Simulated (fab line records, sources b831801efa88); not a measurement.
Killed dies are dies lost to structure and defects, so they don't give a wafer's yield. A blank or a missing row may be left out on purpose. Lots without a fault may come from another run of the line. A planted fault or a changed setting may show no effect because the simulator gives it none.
Chamber matching | flow sky130 | SKY_FIELD_ISO_ETCH_15 on rie_diel-01: 4 sister chambers
The step etches the open film in CHF3/O2, stops on Si, target depth 180 nm, time 72 s. 4 wafers are shown with their chamber, then 7 later ones without.

WAFERS WITH THEIR CHAMBER
wafer  | chamber | drypump_motor_current_A (A)
L692.5 | 2       | 5.2
L696.2 | 0       | 5.4
L703.1 | 3       | 5.6
L703.2 | 1       | 6.4

WAFERS WITHOUT THEIR CHAMBER
wafer  | drypump_motor_current_A (A)
L703.4 | 5.4
L705.2 | 5.4
L705.3 | 5.3
L705.5 | 5.3
L707.1 | 5.6
L707.4 | 6.3
L707.5 | 5.4

WHICH CHAMBER EACH WENT THROUGH
wafer  | from the rows above     | in truth
L703.4 | 0                       | 0
L705.2 | 0                       | 0
L705.3 | can't be placed: 2 or 0 | 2
L705.5 | can't be placed: 2 or 0 | 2
L707.1 | 3                       | 3
L707.4 | 1                       | 1
L707.5 | 0                       | 0
Placed correctly: 5 of 7. Can't be placed from these rows: 2 (the true chamber is among the candidates in 2). Placed wrongly: 0.
How it was worked out, from the rows above alone: a wafer's distance from a chamber is the root of the sum, over the readings, of the square of ((its reading less the chamber's mean) divided by the reading's scatter). The wafer belongs to the nearest chamber; if the next one is less than 2 further off, it can't be placed. A chamber's mean is the mean of its shown wafers. The scatter: with one shown wafer a chamber, the root of the mean of the squares of how far each hidden wafer lies from its nearest shown one.
